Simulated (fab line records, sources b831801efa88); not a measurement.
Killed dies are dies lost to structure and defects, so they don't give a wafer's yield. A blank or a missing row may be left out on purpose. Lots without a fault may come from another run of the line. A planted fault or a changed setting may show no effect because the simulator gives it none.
Which tool did it? | flow gf180mcu | 13 lots, 39 wafers sampled, at 5 steps of a route of 602

WHAT THE GAUGES READ, wafer by wafer
GF_STI_THK_MEAS_22.
lot  | measured    | on            | STI_OXIDATION_01_THK (nm)
L157 | day 2 03:45 | film_metro-02 | 15.06 15.14 15.00
L158 | day 2 08:55 | film_metro-02 | 15.01 14.76 14.87
L159 | day 2 14:07 | film_metro-02 | 15.16 15.35 15.27
L161 | day 2 23:38 | film_metro-02 | 14.90 14.87 15.02
L162 | day 3 04:56 | film_metro-02 | 14.11 14.23 14.29
L163 | day 3 10:14 | film_metro-03 | 14.95 14.87 14.94
L164 | day 3 15:29 | film_metro-03 | 14.80 14.63 14.89
L166 | day 4 00:56 | film_metro-03 | 15.05 14.85 14.94
L169 | day 4 16:16 | film_metro-03 | 14.65 14.66 14.61
L170 | day 4 23:10 | film_metro-01 | 14.59 14.99 14.96
L171 | day 5 04:34 | film_metro-02 | 15.10 15.11 15.02
L173 | day 5 14:41 | film_metro-02 | 14.91 15.04 14.69
L179 | day 6 20:38 | film_metro-03 | 14.85 15.17 14.89

GF_VT_IMPLANT_OVL_MEAS_29.
lot  | measured     | on         | VT_IMPLANT_02_OVL (nm)
L157 | day 6 20:46  | overlay-02 | -1.0 0.1 0.1
L158 | day 7 03:22  | overlay-02 | 2.3 1.2 1.5
L159 | day 7 10:19  | overlay-01 | 0.4 0.2 -0.8
L161 | day 7 22:46  | overlay-02 | -1.5 -0.9 -2.3
L162 | day 8 07:01  | overlay-01 | -1.1 -1.0 0.5
L163 | day 8 09:32  | overlay-01 | 0.0 1.6 -2.0
L164 | day 8 19:10  | overlay-01 | 0.6 0.2 -0.5
L166 | day 9 06:59  | overlay-02 | -1.6 -2.3 -1.6
L169 | day 10 04:44 | overlay-02 | -1.6 -0.6 -1.7
L170 | day 10 10:37 | overlay-01 | -2.8 -1.7 -2.8
L171 | day 10 17:19 | overlay-02 | - - -
L173 | day 11 06:37 | overlay-02 | - - -
L179 | day 12 19:46 | overlay-01 | 0.9 -0.1 0.7

GF_VT_IMPLANT_TW_MEAS_32.
lot  | measured     | on            | VT_IMPLANT_3_TW
L157 | day 6 21:03  | film_metro-02 | 266.8 266.2 264.6
L158 | day 7 03:40  | film_metro-03 | 272.3 272.4 271.3
L159 | day 7 10:36  | film_metro-03 | 273.8 272.5 273.3
L161 | day 7 23:03  | film_metro-04 | 269.5 270.2 270.1
L162 | day 8 07:19  | film_metro-04 | 269.4 269.0 267.9
L163 | day 8 09:49  | film_metro-04 | 269.0 270.0 268.1
L164 | day 8 19:28  | film_metro-02 | 267.4 267.6 264.8
L166 | day 9 07:16  | film_metro-02 | 266.2 266.2 266.6
L169 | day 10 05:08 | film_metro-04 | 270.7 269.4 269.0
L170 | day 10 10:54 | film_metro-02 | 268.5 266.7 268.5
L171 | day 10 17:36 | film_metro-04 | 30.2 30.1 30.3 30.2 30.2 30.2
L173 | day 11 06:54 | film_metro-03 | 30.4 30.4 30.3 30.4 30.6 30.3
L179 | day 12 20:04 | film_metro-03 | 271.6 271.4 271.3

GF_DUAL_GATE_OVL_MEAS_11.
lot  | measured     | on         | DUAL_GATE_OVL (nm)
L157 | day 8 05:40  | overlay-02 | 1.3 2.3 0.4
L158 | day 8 14:04  | overlay-01 | -1.0 -0.8 2.7
L159 | day 8 22:03  | overlay-02 | 2.3 -0.9 1.4
L161 | day 9 10:19  | overlay-01 | 1.7 1.9 2.2
L162 | day 9 19:31  | overlay-01 | 2.3 2.6 2.2
L163 | day 9 21:31  | overlay-01 | 0.0 0.8 -0.6
L164 | day 10 08:37 | overlay-02 | -1.3 0.3 -1.2
L166 | day 10 22:05 | overlay-01 | 2.8 2.7 3.2
L169 | day 11 21:53 | overlay-01 | 3.5 1.9 0.1
L170 | day 12 02:01 | overlay-01 | 0.9 0.8 0.4
L179 | day 14 18:01 | overlay-02 | -0.5 -0.6 0.5

WHICH TOOL RAN EACH LOT (tool, then ch and the chambers of the sampled wafers, then the start)
lot  | GF_VT_IMPLANT_DEVELOP_28
L157 | litho_track-02 ch 0, day 6 20:37
L158 | litho_track-04 ch 0, day 7 03:14
L159 | litho_track-01 ch 0, day 7 10:10
L161 | litho_track-01 ch 0, day 7 22:37
L162 | litho_track-04 ch 0, day 8 06:53
L163 | litho_track-02 ch 0, day 8 09:25
L164 | litho_track-04 ch 0, day 8 19:02
L166 | litho_track-01 ch 0, day 9 06:52
L169 | litho_track-04 ch 0, day 10 04:37
L170 | litho_track-02 ch 0, day 10 10:28
L171 | litho_track-02 ch 0, day 10 17:10
L173 | litho_track-02 ch 0, day 11 06:28
L179 | litho_track-04 ch 0, day 12 19:38
- GF_VT_IMPLANT_DEVELOP_28: develop time 60 s.

WHAT THE TOOLS THEMSELVES READ (means of the sampled wafers that have a number; where no wafer has one, the mark that the record gives instead)
GF_VT_IMPLANT_DEVELOP_28.
lot  | tool           | developer_temp_C (C)
L157 | litho_track-02 | 23.06
L158 | litho_track-04 | 22.97
L159 | litho_track-01 | 23.00
L161 | litho_track-01 | 23.02
L162 | litho_track-04 | 23.02
L163 | litho_track-02 | 22.75
L164 | litho_track-04 | 23.07
L166 | litho_track-01 | 22.90
L169 | litho_track-04 | 23.03
L170 | litho_track-02 | 23.00
L171 | litho_track-02 | 22.88
L173 | litho_track-02 | 23.11
L179 | litho_track-04 | 23.03

THE ANSWER, worked out from the rows above alone
Rule: what is usual is taken from the lots themselves. Put in order of their means at a reading, lots are off if they are a third of the lots or fewer, leave a main group of 4 or more, and stand apart from it by a gap of 3 or more times the standard deviation of the main group's means; of several such gaps the widest counts. A main group whose means are all the same, to the digits that the tables above print for the reading, isn't used. A lot without any number at a reading at which 4 lots or more have one is off too. The other lots that the step has rows for count as sound. The gauges are gone through in route order, then the tools' own readings, and for those a lot's mean is taken as printed above. The first step at which some lot is off is used, and at that step the reading that is off furthest; a lot without a number counts as furthest.
Off: L171, L173, at GF_VT_IMPLANT_OVL_MEAS_29 (VT_IMPLANT_02_OVL). Without a number there: L171, L173. The main group: mean -0.5 nm, standard deviation 1.1.
A tool fits if, at a process step before that reading, it ran every lot that is off, and no sound lot after the first of them. The gauges at GF_VT_IMPLANT_OVL_MEAS_29 aren't tried: what is off there is off at GF_VT_IMPLANT_TW_MEAS_32 too, on other tools, and a gauge's error can't cause that. One fits: litho_track-02 at GF_VT_IMPLANT_DEVELOP_28. Its last sound lot is L170 (day 10 10:28), its first lot that is off L171 (day 10 17:10): a fault that began between those two fits.

WHAT THE SIMULATOR HAD PUT IN
Process parameter drift: litho_track-02, from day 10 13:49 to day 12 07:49, at GF_VT_IMPLANT_DEVELOP_28. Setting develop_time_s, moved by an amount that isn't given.
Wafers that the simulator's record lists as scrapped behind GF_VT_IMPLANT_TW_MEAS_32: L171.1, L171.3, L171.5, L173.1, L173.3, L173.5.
Lots struck among those shown: L171, L173. The rule above found the same.
